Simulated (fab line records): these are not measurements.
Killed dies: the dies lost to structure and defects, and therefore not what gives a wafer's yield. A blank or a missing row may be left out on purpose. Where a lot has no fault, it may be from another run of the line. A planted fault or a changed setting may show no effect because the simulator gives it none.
fab line records | flow sky130
record: lots: 13 | wafers: 39 | lastDay: 49
route steps=708 shown RES_XHIGH@341 SD_N@354 LI_CONTACT@376 PAD_OPEN@708
lots that met no fault: from a run of the same line without faults
startH: hours from the record's opening day to when the first of the lot's shown wafers began | waitH: how many hours have passed since the lot's step before this one | " as in the row above | L1.1+2: one row covering several wafers at once | - value missing, or start not given | * or withheld: withheld | < > ~ a bound
route shown NAME@n: names a module that has steps shown in the file, with the first one's number in the route | usual: mean/standard deviation of fault-free wafers | same: alike in all rows | chamber/n: place in a boat | sites: each site's reading | _std_site: the standard deviation of these | _edge_site: outer sites' mean less inner sites' | radiusMm: how far each site lies from the wafer's centre | mask NAME#n: copy n | behind: the last tool/chamber to shape the wafer | hold: the reason the lot was held/the length of the hold in hours/how it ended | device: the n, p or np transistor that did not switch | end of line: the route-end tests of the same wafers | a step with no rows: only its recipe | killed: the dies lost at the first sort to structure and to defects; this is not the yield of the wafer | map: the dies of a wafer, with x for killed, . for not killed, _ for no die there
set.NAME: the setting as run; set.NAME@STEP: as run at that earlier step | model.NAME: the simulator's own value behind a step, which no gauge read
one table for each step of the route and one row for each wafer, over a sample of lots
services: the hour from which a tool's chamber was out of use, counted from the record's first day as startH (under 0 if before that day), plus the number of hours and why
== steps ==
step: SKY_RES_XHIGH_TW_MEAS_09
usual: RES_XHIGH_TW: 1642/12
lot.wafer | tool         | chamber | startH | waitH | RES_XHIGH_TW
L217.2    | filmMetro-03 | -       | 619.05 | 0.1   | 1632
L217.3    | "            | -       | "      | "     | 1631
L217.6    | "            | -       | "      | "     | 1630
L219.1    | filmMetro-01 | -       | 637.74 | 0.1   | 1654
L219.3    | "            | -       | "      | "     | 1664
L219.4    | "            | -       | "      | "     | 1653
L220.2    | filmMetro-01 | -       | 649.05 | 0.1   | 1655
L220.4    | "            | -       | "      | "     | 1657
L220.6    | "            | -       | "      | "     | 1659
L222.2    | filmMetro-01 | -       | 649.54 | 0.1   | 1647
L222.3    | "            | -       | "      | "     | 1661
L222.6    | "            | -       | "      | "     | 1651
L224.2    | filmMetro-01 | -       | 670.04 | 0.1   | 1648
L224.3    | "            | -       | "      | "     | 1655
L224.6    | "            | -       | "      | "     | 1656
L225.2    | filmMetro-02 | -       | 682.14 | 0.1   | 1653
L225.3    | "            | -       | "      | "     | 1651
L225.5    | "            | -       | "      | "     | 1658
L226.2    | filmMetro-02 | -       | 689.05 | 0.1   | 1642
L226.3    | "            | -       | "      | "     | 1649
L226.4    | "            | -       | "      | "     | 1656
L231.2    | filmMetro-03 | -       | 733.19 | 0.1   | 1621
L231.3    | "            | -       | "      | "     | 1629
L231.5    | "            | -       | "      | "     | 1624
L232.2    | filmMetro-01 | -       | 739.09 | 0.1   | 1656
L232.4    | "            | -       | "      | "     | 1652
L232.6    | "            | -       | "      | "     | 1644
L233.1    | filmMetro-03 | -       | 742.64 | 0.1   | 1628
L233.2    | "            | -       | "      | "     | 1631
L233.4    | "            | -       | "      | "     | 1624
L234.2    | filmMetro-02 | -       | 758.70 | 0.1   | 1637
L234.4    | "            | -       | "      | "     | 1648
L234.6    | "            | -       | "      | "     | 1639
L235.2    | filmMetro-03 | -       | 763.50 | 0.1   | 1625
L235.4    | "            | -       | "      | "     | 1629
L235.6    | "            | -       | "      | "     | 1628
L236.1    | filmMetro-01 | -       | 771.38 | 0.1   | 1640
L236.5    | "            | -       | "      | "     | 1646
L236.6    | "            | -       | "      | "     | 1638
step: SKY_SD_N_TW_MEAS_12
usual: SD_N_TW: 3995/41
lot.wafer | tool         | chamber | startH | waitH | SD_N_TW
L217.2    | filmMetro-03 | -       | 647.84 | 0.1   | 3961
L217.3    | "            | -       | "      | "     | 3974
L217.6    | "            | -       | "      | "     | 3980
L219.1    | filmMetro-03 | -       | 666.74 | 0.1   | 3972
L219.3    | "            | -       | "      | "     | 3981
L219.4    | "            | -       | "      | "     | 3973
L220.2    | filmMetro-01 | -       | 677.69 | 0.1   | 3984
L220.4    | "            | -       | "      | "     | 4002
L220.6    | "            | -       | "      | "     | 4003
L222.2    | filmMetro-01 | -       | 678.34 | 0.1   | 4036
L222.3    | "            | -       | "      | "     | 4024
L222.6    | "            | -       | "      | "     | 4020
L224.2    | filmMetro-03 | -       | 698.55 | 0.1   | 3951
L224.3    | "            | -       | "      | "     | 3906
L224.6    | "            | -       | "      | "     | 3916
L225.2    | filmMetro-03 | -       | 710.46 | 0.1   | 3946
L225.3    | "            | -       | "      | "     | 3941
L225.5    | "            | -       | "      | "     | 3925
L226.2    | filmMetro-01 | -       | 716.85 | 0.1   | 4009
L226.3    | "            | -       | "      | "     | 4029
L226.4    | "            | -       | "      | "     | 4036
L231.2    | filmMetro-03 | -       | 760.95 | 0.1   | 3946
L231.3    | "            | -       | "      | "     | 3985
L231.5    | "            | -       | "      | "     | 3982
L232.2    | filmMetro-02 | -       | 766.00 | 0.1   | 4021
L232.4    | "            | -       | "      | "     | 4011
L232.6    | "            | -       | "      | "     | 4001
L233.1    | filmMetro-03 | -       | 769.60 | 0.1   | 4042
L233.2    | "            | -       | "      | "     | 4054
L233.4    | "            | -       | "      | "     | 4040
L234.2    | filmMetro-02 | -       | 785.10 | 0.1   | 4013
L234.4    | "            | -       | "      | "     | 4005
L234.6    | "            | -       | "      | "     | 4009
L235.2    | filmMetro-03 | -       | 789.80 | 0.1   | 4046
L235.4    | "            | -       | "      | "     | 4049
L235.6    | "            | -       | "      | "     | 4036
L236.1    | filmMetro-01 | -       | 797.54 | 0.1   | 3974
L236.5    | "            | -       | "      | "     | 3991
L236.6    | "            | -       | "      | "     | 3964
step: SKY_LI_CONTACT_ETCH_14
recipe: chemistry: N2/H2 | target: BARC | ionEnergyEv: 200 | sourceW: 500 | biasW: 100 | pressureMtorr: 30 | n2FlowSccm: 100 | h2FlowSccm: 200 | stopOn: SiO2 | timeS: 45.9 | targetDepthA: 600
usual: drypumpMotorCurrentA: 5.95/0.23 | oesProductAu: 0.854/0.0048 | throttleValvePct: 13.224/0.009
lot.wafer | tool       | chamber | startH | waitH | drypumpMotorCurrentA | oesProductAu | rfHoursCounterH | throttleValvePct
L217.2    | rieDiel-04 | 2       | 677.63 | 0.0   | 5.74                 | 0.863        | 37              | 13.216
L217.3    | "          | 3       | "      | "     | 5.91                 | 0.850        | 5               | 13.216
L217.6    | "          | 2       | "      | "     | 5.71                 | 0.849        | -               | 13.236
L219.1    | rieDiel-04 | 1       | 696.38 | 0.0   | 6.24                 | 0.858        | 4               | 13.239
L219.3    | "          | 3       | "      | "     | 5.94                 | 0.856        | 5               | 13.246
L219.4    | "          | 2       | "      | "     | 5.75                 | 0.855        | 37              | 13.213
L220.2    | rieDiel-04 | 3       | 707.00 | 0.0   | 5.90                 | 0.851        | 5               | 13.226
L220.4    | "          | 2       | "      | "     | 5.72                 | 0.856        | -               | 13.234
L220.6    | "          | 3       | "      | "     | 5.90                 | 0.860        | -               | 13.222
L222.2    | rieDiel-02 | 1       | 707.83 | 0.0   | 6.27                 | 0.862        | 3               | 13.204
L222.3    | "          | 3       | "      | "     | 5.94                 | 0.848        | 9               | 13.233
L222.6    | "          | 0       | "      | "     | 5.73                 | 0.849        | -               | 13.235
L224.2    | rieDiel-02 | 1       | 727.19 | 0.0   | 6.28                 | 0.867        | 4               | 13.236
L224.3    | "          | 0       | "      | "     | 5.75                 | 0.862        | 30              | 13.232
L224.6    | "          | 2       | "      | "     | 5.99                 | 0.850        | -               | 13.215
L225.2    | rieDiel-03 | 3       | 739.14 | 0.0   | 6.20                 | 0.864        | 5               | 13.220
L225.3    | "          | 1       | "      | "     | 5.61                 | 0.857        | 9               | 13.224
L225.5    | "          | 3       | "      | "     | 6.23                 | 0.859        | -               | 13.220
L226.2    | rieDiel-04 | 1       | 745.14 | 0.0   | 6.21                 | 0.857        | 4               | 13.234
L226.3    | "          | 2       | "      | "     | 5.75                 | 0.846        | 39              | 13.219
L226.4    | "          | 3       | "      | "     | 5.91                 | 0.853        | 7               | 13.226
L231.2    | rieDiel-04 | 3       | 788.00 | 0.0   | 5.92                 | 0.854        | 8               | 13.234
L231.3    | "          | 1       | "      | "     | 6.23                 | 0.858        | 5               | 13.213
L231.5    | "          | 1       | "      | "     | 6.19                 | 0.851        | -               | 13.222
L232.2    | rieDiel-04 | 3       | 794.13 | 0.0   | 5.91                 | 0.857        | 8               | 13.215
L232.4    | "          | 1       | "      | "     | 6.24                 | 0.856        | -               | 13.230
L232.6    | "          | 2       | "      | "     | 5.71                 | 0.859        | -               | 13.233
L233.1    | rieDiel-04 | 1       | 796.23 | 0.0   | 6.16                 | 0.853        | 6               | 13.231
L233.2    | "          | 3       | "      | "     | 5.91                 | 0.851        | 8               | 13.230
L233.4    | "          | 1       | "      | "     | 6.17                 | 0.852        | -               | 13.231
L234.2    | rieDiel-02 | 0       | 813.03 | 0.0   | 5.75                 | 0.854        | 32              | 13.218
L234.4    | "          | 1       | "      | "     | 6.24                 | 0.860        | 7               | 13.232
L234.6    | "          | 3       | "      | "     | 5.91                 | 0.850        | -               | 13.213
L235.2    | rieDiel-04 | 3       | 817.56 | 0.0   | 5.91                 | 0.859        | 9               | 13.227
L235.4    | "          | 1       | "      | "     | 6.16                 | 0.849        | 6               | 13.225
L235.6    | "          | 1       | "      | "     | 6.21                 | 0.849        | -               | 13.226
L236.1    | rieDiel-03 | 0       | 825.31 | 0.0   | 6.41                 | 0.857        | 20              | 13.217
L236.5    | "          | 3       | "      | "     | 6.21                 | 0.846        | -               | 13.224
L236.6    | "          | 2       | "      | "     | 5.91                 | 0.850        | -               | 13.235
step: SKY_LI_CONTACT_SPUTTER_19
recipe: material: Ti | targetThkNm: 20 | chamberPressurePa: 5 | powerW: 2500 | substrateTempC: 200 | timeS: 106.37
usual: cathodeDcPowerW: 2500.1/0.44 | chamberPressurePa: 5.000/0.0099 | throttleValvePct: 30.1/1.2
lot.wafer | tool          | chamber | startH | waitH | cathodeDcPowerW | chamberPressurePa | throttleValvePct
L217.2    | pvdSputter-02 | -       | 678.07 | 0.0   | 2500.5          | 5.015             | 28.6
L217.3    | "             | -       | "      | "     | 2500.0          | 5.008             | 30.1
L217.6    | "             | -       | "      | "     | 2499.6          | 4.998             | 29.4
L219.1    | pvdSputter-03 | -       | 696.82 | 0.0   | 2500.2          | 4.999             | 29.6
L219.3    | "             | -       | "      | "     | 2499.0          | 5.007             | 30.5
L219.4    | "             | -       | "      | "     | 2499.4          | 4.991             | 29.7
L220.2    | pvdSputter-04 | -       | 707.49 | 0.0   | 2500.1          | 4.995             | 32.3
L220.4    | "             | -       | "      | "     | 2500.4          | 4.981             | 30.0
L220.6    | "             | -       | "      | "     | 2499.8          | 5.008             | 30.0
L222.2    | pvdSputter-02 | -       | 708.25 | 0.0   | 2500.4          | 5.002             | 29.7
L222.3    | "             | -       | "      | "     | 2500.6          | 5.010             | 29.7
L222.6    | "             | -       | "      | "     | 2500.6          | 5.000             | 27.9
L224.2    | pvdSputter-04 | -       | 727.61 | 0.0   | 2500.0          | 5.001             | 30.6
L224.3    | "             | -       | "      | "     | 2499.6          | 4.994             | 29.9
L224.6    | "             | -       | "      | "     | 2500.2          | 4.985             | 30.5
L225.2    | pvdSputter-02 | -       | 739.56 | 0.0   | -               | -                 | -
L225.3    | "             | -       | "      | "     | -               | -                 | -
L225.5    | "             | -       | "      | "     | -               | -                 | -
L226.2    | pvdSputter-03 | -       | 745.56 | 0.0   | -               | -                 | -
L226.3    | "             | -       | "      | "     | -               | -                 | -
L226.4    | "             | -       | "      | "     | -               | -                 | -
L231.2    | pvdSputter-02 | -       | 788.43 | 0.0   | 2500.1          | 5.001             | 30.0
L231.3    | "             | -       | "      | "     | 2500.6          | 5.002             | 28.6
L231.5    | "             | -       | "      | "     | 2500.2          | 5.002             | 28.2
L232.2    | pvdSputter-03 | -       | 794.56 | 0.0   | 2500.1          | 5.000             | 29.5
L232.4    | "             | -       | "      | "     | 2500.4          | 4.998             | 31.6
L232.6    | "             | -       | "      | "     | 2500.1          | 4.997             | 31.6
L233.1    | pvdSputter-03 | -       | 796.66 | 0.0   | 2499.9          | 4.989             | 29.6
L233.2    | "             | -       | "      | "     | 2500.4          | 5.001             | 30.3
L233.4    | "             | -       | "      | "     | 2500.1          | 4.999             | 29.5
L234.2    | pvdSputter-04 | -       | 813.46 | 0.0   | 2499.9          | 5.018             | 30.4
L234.4    | "             | -       | "      | "     | 2500.3          | 5.009             | 32.6
L234.6    | "             | -       | "      | "     | 2500.0          | 5.000             | 30.3
L235.2    | pvdSputter-03 | -       | 817.98 | 0.0   | 2499.6          | 5.005             | 29.5
L235.4    | "             | -       | "      | "     | 2500.4          | 4.991             | 29.5
L235.6    | "             | -       | "      | "     | 2499.8          | 4.994             | 30.2
L236.1    | pvdSputter-02 | -       | 825.74 | 0.0   | 2500.0          | 5.003             | 27.9
L236.5    | "             | -       | "      | "     | 2500.6          | 5.004             | 27.8
L236.6    | "             | -       | "      | "     | 2499.4          | 4.998             | 29.4
step: SKY_PAD_OPEN_PROBE_99
usual: killed_at_M0_to_M3: 43/7 | killed_at_M4_up: 3.1/2 | killedAtContacts: 24/5.3 | killedAtFrontEnd: 15/4.2 | killedAtOther: 0.4/0.66 | killedDies: 86/9.5 | killedOnRim: 17/3.9 | killedOpen: 47/7.4 | killedShort: 38/6.2
same: grossDies: 492 | killedAtBackSide: 0
lot.wafer | tool      | chamber | startH  | waitH | killed_at_M0_to_M3 | killed_at_M4_up | killedAtContacts | killedAtFrontEnd | killedAtOther | killedDies | killedOnRim | killedOpen | killedShort
L219.1    | prober-01 | -       | 1090.78 | 0.1   | 42                 | 3               | 23               | 16               | 0             | 84         | 21          | 44         | 39
L219.3    | prober-01 | -       | 1090.88 | 0.2   | 55                 | 1               | 34               | 13               | 0             | 103        | 24          | 57         | 46
L219.4    | prober-01 | -       | 1090.93 | 0.2   | 48                 | 2               | 20               | 11               | 0             | 81         | 15          | 50         | 31
L220.2    | prober-02 | -       | 1097.20 | 0.1   | 32                 | 3               | 30               | 18               | 0             | 83         | 19          | 39         | 44
L220.4    | prober-02 | -       | 1097.30 | 0.2   | 40                 | 1               | 15               | 17               | 1             | 74         | 20          | 39         | 33
L220.6    | prober-02 | -       | 1097.40 | 0.2   | 49                 | 1               | 12               | 13               | 1             | 76         | 13          | 37         | 38
L225.2    | prober-01 | -       | 1123.49 | 0.1   | 37                 | 3               | 438              | 14               | 0             | 492        | 96          | 43         | 36
L225.3    | prober-01 | -       | 1123.54 | 0.2   | 37                 | 2               | 430              | 23               | 0             | 492        | 96          | 42         | 44
L225.5    | prober-01 | -       | 1123.64 | 0.2   | 45                 | 4               | 432              | 11               | 0             | 492        | 96          | 51         | 36
L226.2    | prober-02 | -       | 1126.98 | 0.1   | 41                 | 8               | 434              | 9                | 0             | 492        | 96          | 45         | 35
L226.3    | prober-02 | -       | 1127.03 | 0.2   | 41                 | 3               | 439              | 9                | 0             | 492        | 96          | 42         | 32
L226.4    | prober-02 | -       | 1127.08 | 0.2   | 36                 | 4               | 440              | 11               | 1             | 492        | 96          | 46         | 31
L233.1    | prober-02 | -       | 1162.03 | 0.1   | 45                 | 2               | 26               | 11               | 2             | 86         | 20          | 47         | 37
L233.2    | prober-02 | -       | 1162.08 | 0.1   | 42                 | 3               | 22               | 16               | 3             | 86         | 14          | 43         | 41
L233.4    | prober-02 | -       | 1162.18 | 0.2   | 55                 | 5               | 40               | 22               | 1             | 123        | 19          | 75         | 47
L236.1    | prober-01 | -       | 1181.72 | 0.1   | 47                 | 6               | 21               | 14               | 0             | 88         | 22          | 42         | 46
L236.5    | prober-01 | -       | 1181.92 | 0.2   | 45                 | 4               | 30               | 12               | 0             | 91         | 14          | 61         | 30
L236.6    | prober-01 | -       | 1181.97 | 0.2   | 52                 | 3               | 22               | 20               | 1             | 98         | 26          | 49         | 49
killed by level:class
L219.1 VIA1:geometricParticle:open=10 CONTACT:geometricParticle:open=8 LI_CONTACT:geometricParticle:open=6 VIA1:geometricParticle:short=6 VIA2:geometricParticle:open=5 FIELD_ISO:geometricParticle:open=4 CONTACT:geometricParticle:short=4 FIELD_ISO:geometricParticle:short=3
L219.3 VIA1:geometricParticle:open=16 CONTACT:geometricParticle:open=14 VIA3:geometricParticle:open=9 LI_CONTACT:geometricParticle:short=7 LI_CONTACT:geometricParticle:open=7 METAL3:geometricParticle:short=7 VIA1:geometricParticle:short=6 FIELD_ISO:geometricParticle:short=5
L219.4 VIA1:geometricParticle:open=16 CONTACT:geometricParticle:open=6 METAL1:geometricParticle:short=6 VIA3:geometricParticle:open=6 LOCAL_INTERCONNECT:geometricParticle:short=5 VIA2:geometricParticle:open=5 METAL3:geometricParticle:short=5 FIELD_ISO:geometricParticle:open=4
L220.2 CONTACT:geometricParticle:open=9 METAL1:geometricParticle:short=8 VIA1:geometricParticle:open=7 CONTACT:geometricParticle:short=6 FIELD_ISO:geometricParticle:open=5 LI_CONTACT:geometricParticle:open=5 METAL2:geometricParticle:short=5 LOCAL_INTERCONNECT:geometricParticle:short=5
L220.4 VIA1:geometricParticle:open=10 METAL1:geometricParticle:short=6 LI_CONTACT:geometricParticle:open=5 METAL2:geometricParticle:short=5 POLY_GATE:geometricParticle:open=4 FIELD_ISO:geometricParticle:open=4 POLY_GATE:geometricParticle:short=4 CONTACT:geometricParticle:open=4
L220.6 VIA3:geometricParticle:open=8 METAL2:geometricParticle:short=7 VIA1:geometricParticle:open=6 VIA2:geometricParticle:open=6 VIA2:geometricParticle:short=5 FIELD_ISO:geometricParticle:open=4 METAL1:geometricParticle:short=4 VIA1:geometricParticle:short=4
L225.2 LI_CONTACT:areaSputter=413 CONTACT:geometricParticle:open=8 VIA1:geometricParticle:open=8 LI_CONTACT:geometricParticle:open=7 METAL1:geometricParticle:short=6 METAL3:geometricParticle:short=5 VIA3:geometricParticle:open=5 VIA2:geometricParticle:open=4
L225.3 LI_CONTACT:areaSputter=406 CONTACT:geometricParticle:open=10 FIELD_ISO:geometricParticle:short=8 METAL1:geometricParticle:short=8 FIELD_ISO:geometricParticle:open=7 LI_CONTACT:geometricParticle:open=7 VIA2:geometricParticle:open=6 VIA1:geometricParticle:open=5
L225.5 LI_CONTACT:areaSputter=405 VIA1:geometricParticle:open=12 CONTACT:geometricParticle:open=10 VIA2:geometricParticle:open=6 LI_CONTACT:geometricParticle:open=5 CONTACT:geometricParticle:short=5 VIA3:geometricParticle:open=4 METAL1:geometricParticle:short=4
L226.2 LI_CONTACT:areaSputter=412 CONTACT:geometricParticle:open=11 METAL2:geometricParticle:short=9 VIA1:geometricParticle:open=7 LI_CONTACT:geometricParticle:open=6 VIA2:geometricParticle:short=6 METAL4:geometricParticle:short=5 VIA2:geometricParticle:open=5
L226.3 LI_CONTACT:areaSputter=418 CONTACT:geometricParticle:open=11 VIA1:geometricParticle:open=9 VIA1:geometricParticle:short=7 LI_CONTACT:geometricParticle:open=6 VIA3:geometricParticle:open=5 METAL2:geometricParticle:short=5 VIA2:geometricParticle:open=4
L226.4 LI_CONTACT:areaSputter=415 LI_CONTACT:geometricParticle:open=11 VIA2:geometricParticle:open=10 CONTACT:geometricParticle:open=9 METAL2:geometricParticle:short=7 VIA1:geometricParticle:open=5 FIELD_ISO:geometricParticle:short=4 METAL4:geometricParticle:short=4
L233.1 VIA1:geometricParticle:open=11 VIA2:geometricParticle:open=10 CONTACT:geometricParticle:open=10 METAL2:geometricParticle:short=6 LI_CONTACT:geometricParticle:open=6 FIELD_ISO:geometricParticle:open=5 METAL3:geometricParticle:short=5 LOCAL_INTERCONNECT:geometricParticle:short=4
L233.2 CONTACT:geometricParticle:open=12 VIA2:geometricParticle:open=9 VIA1:geometricParticle:open=8 LI_CONTACT:geometricParticle:open=5 METAL1:geometricParticle:short=5 METAL2:geometricParticle:short=5 VIA1:geometricParticle:short=4 VIA2:geometricParticle:short=4
L233.4 LI_CONTACT:geometricParticle:open=12 CONTACT:geometricParticle:open=12 VIA1:geometricParticle:open=11 VIA2:geometricParticle:open=11 FIELD_ISO:geometricParticle:open=8 CONTACT:geometricParticle:short=7 VIA3:geometricParticle:open=7 METAL2:geometricParticle:short=7
L236.1 VIA1:geometricParticle:open=11 LI_CONTACT:geometricParticle:open=10 METAL2:geometricParticle:short=7 VIA2:geometricParticle:open=6 FIELD_ISO:geometricParticle:short=5 VIA2:geometricParticle:short=5 VIA3:geometricParticle:short=5 METAL4:geometricParticle:short=5
L236.5 VIA1:geometricParticle:open=16 CONTACT:geometricParticle:open=14 LI_CONTACT:geometricParticle:open=8 VIA3:geometricParticle:open=8 FIELD_ISO:geometricParticle:open=5 POLY_GATE:geometricParticle:short=4 METAL2:geometricParticle:short=3 LOCAL_INTERCONNECT:geometricParticle:short=3
L236.6 VIA1:geometricParticle:open=15 VIA1:geometricParticle:short=10 CONTACT:geometricParticle:open=8 CONTACT:geometricParticle:short=6 FIELD_ISO:geometricParticle:open=5 METAL2:geometricParticle:short=5 METAL1:geometricParticle:short=4 POLY_GATE:geometricParticle:open=4
== services ==
tool          | chamber | startH | hours | kind
rieDiel-02    | 0       | 656.99 | 7.7   | repair
rieDiel-02    | 2       | 664.67 | -     | clean
rieDiel-02    | 2       | 664.67 | 15.4  | scheduledDown
rieDiel-02    | 2       | 664.67 | 15.4  | ventCycle
rieDiel-04    | 1       | 704.55 | 23.6  | repair
rieDiel-04    | 0       | 706.85 | 10.2  | repair
rieDiel-02    | 0       | 737.60 | 8.1   | repair
rieDiel-02    | 1       | 758.74 | 11.3  | repair
pvdSputter-03 | -       | 763.60 | 1.4   | repair
rieDiel-04    | 2       | 771.82 | -     | clean
rieDiel-04    | 2       | 771.82 | 13.5  | scheduledDown
rieDiel-04    | 2       | 771.82 | 13.5  | ventCycle
rieDiel-04    | 0       | 785.32 | -     | clean
rieDiel-04    | 0       | 785.32 | 25.7  | scheduledDown
rieDiel-04    | 0       | 785.32 | 25.7  | ventCycle
rieDiel-03    | 1       | 788.56 | 5.6   | repair
rieDiel-02    | 2       | 796.98 | 5.3   | repair
pvdSputter-04 | -       | 816.39 | 3.8   | repair
rieDiel-04    | -       | 823.39 | 2.8   | pm
pvdSputter-03 | -       | 824.07 | 3.8   | repair
== key ==
firstSign: step: SKY_LI_CONTACT_SPUTTER_19 | reading: toolRecord | direction: missing
effect: step: SKY_PAD_OPEN_PROBE_99 | reading: killedAtContacts | direction: up | sigmas: 77 | usual: 24 | struck: 436
moreKillsBornAt: SKY_LI_CONTACT_SPUTTER_19@pvdSputter-03: 1245 | SKY_LI_CONTACT_SPUTTER_19@pvdSputter-02: 1224
metAt SKY_LI_CONTACT_SPUTTER_19
struckLots L225,L226
laterRowsLeftOut L225.2,L225.3,L225.5,L226.2,L226.3,L226.4
testerLeftOut L225,L226
notActingAt SKY_RES_XHIGH_TW_MEAS_09,SKY_SD_N_TW_MEAS_12,SKY_LI_CONTACT_ETCH_14
onsetBetween 708.25 739.56
fault: kind: skippedStepWhole | tool: pvdSputter-02,pvdSputter-03 | chamber: - | onsetH: 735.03 | steps: SKY_LI_CONTACT_SPUTTER_19 | scope: struckLotsOnly
testerLeftOut: of these lots the tester's yield and bins aren't shown, on N5 and GAA mostly nor the transistor test; their killed dies are dies lost to structure and defects alone, not to doping, threshold or leakage, so they don't give the yield
laterRowsLeftOut: the simulator's readings of these wafers behind a module that went badly wrong aren't trusted and aren't shown, but for the sort
